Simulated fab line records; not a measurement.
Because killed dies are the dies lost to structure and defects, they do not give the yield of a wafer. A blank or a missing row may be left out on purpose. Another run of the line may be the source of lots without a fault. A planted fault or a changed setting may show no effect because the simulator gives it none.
The tool behind it: which one? / flow gf180mcu / 24 lots (72 wafers sampled), 1 step of a 602-step route

WHAT THE GAUGES SHOWED, per wafer
GF_CONTACT_THK_MEAS_26: measures by xrf.
lot=L074; measured=day 15 22:01; on=filmMetro-03; CONTACT_W_THK (nm)=306 313 310
lot=L075; measured=day 16 05:51; on=filmMetro-04; CONTACT_W_THK (nm)=301 303 303
lot=L076; measured=day 16 13:18; on=filmMetro-04; CONTACT_W_THK (nm)=299 295 296
lot=L077; measured=day 17 09:14; on=filmMetro-04; CONTACT_W_THK (nm)=302 300 297
lot=L078; measured=day 17 16:58; on=filmMetro-02; CONTACT_W_THK (nm)=308 306 306
lot=L079; measured=day 18 02:31; on=filmMetro-02; CONTACT_W_THK (nm)=302 309 299
lot=L080; measured=day 18 08:04; on=filmMetro-02; CONTACT_W_THK (nm)=305 298 304
lot=L081; measured=day 18 10:50; on=filmMetro-03; CONTACT_W_THK (nm)=289 292 309
lot=L082; measured=day 19 07:56; on=filmMetro-04; CONTACT_W_THK (nm)=299 317 302
lot=L083; measured=day 19 10:13; on=filmMetro-03; CONTACT_W_THK (nm)=310 289 292
lot=L084; measured=day 19 18:41; on=filmMetro-04; CONTACT_W_THK (nm)=302 297 303
lot=L085; measured=day 20 03:37; on=filmMetro-03; CONTACT_W_THK (nm)=311 308 291
lot=L086; measured=day 20 14:37; on=filmMetro-02; CONTACT_W_THK (nm)=301 301 299
lot=L087; measured=day 21 02:44; on=filmMetro-04; CONTACT_W_THK (nm)=298 303 296
lot=L088; measured=day 21 21:24; on=filmMetro-02; CONTACT_W_THK (nm)=311 295 294
lot=L089; measured=day 22 00:58; on=filmMetro-03; CONTACT_W_THK (nm)=287 287 311
lot=L090; measured=day 22 06:04; on=filmMetro-02; CONTACT_W_THK (nm)=303 300 304
lot=L091; measured=day 22 14:13; on=filmMetro-04; CONTACT_W_THK (nm)=297 298 296
lot=L092; measured=day 23 01:16; on=filmMetro-03; CONTACT_W_THK (nm)=294 316 310
lot=L093; measured=day 23 02:16; on=filmMetro-03; CONTACT_W_THK (nm)=301 298 300
lot=L094; measured=day 23 11:25; on=filmMetro-03; CONTACT_W_THK (nm)=300 298 300
lot=L095; measured=day 23 18:43; on=filmMetro-04; CONTACT_W_THK (nm)=316 315 311
lot=L096; measured=day 23 22:13; on=filmMetro-03; CONTACT_W_THK (nm)=313 295 311
lot=L097; measured=day 24 07:28; on=filmMetro-02; CONTACT_W_THK (nm)=295 311 311

WHICH TOOL RAN EACH LOT (tool, then ch and the chambers of the sampled wafers, then the start)
Record: no process step prior to these readings.

WHAT THE TOOLS THEMSELVES READ (means of the sampled wafers that have a number; where no wafer has one, the mark that the record gives instead)
The record holds no such reading with a usual standard deviation.

THE ANSWER, worked out from the rows above alone
Rule: usual is defined by the lots themselves. The widest of any qualifying gaps counts: lots, ordered by their means at a reading, are off when they make up no more than a third of the lots, leave a main group of 4 or more, and stand apart from it by 3 or more times the standard deviation of that group's means. If all means in a main group match to the digits the tables above print for the reading, that group is not used. A lot without any number at a reading at which 4 lots or more have one is off too. Where the step has rows for the other lots, those lots are counted as sound. The gauges are gone through in route order, then the tools' own readings, and for those a lot's mean is taken as printed above. At the first step where some lot is off, the reading lying furthest off is the one used; lots without a number count as furthest.
Nothing can be told from this: no lot is off at any reading shown.

WHAT THE SIMULATOR HAD PUT IN
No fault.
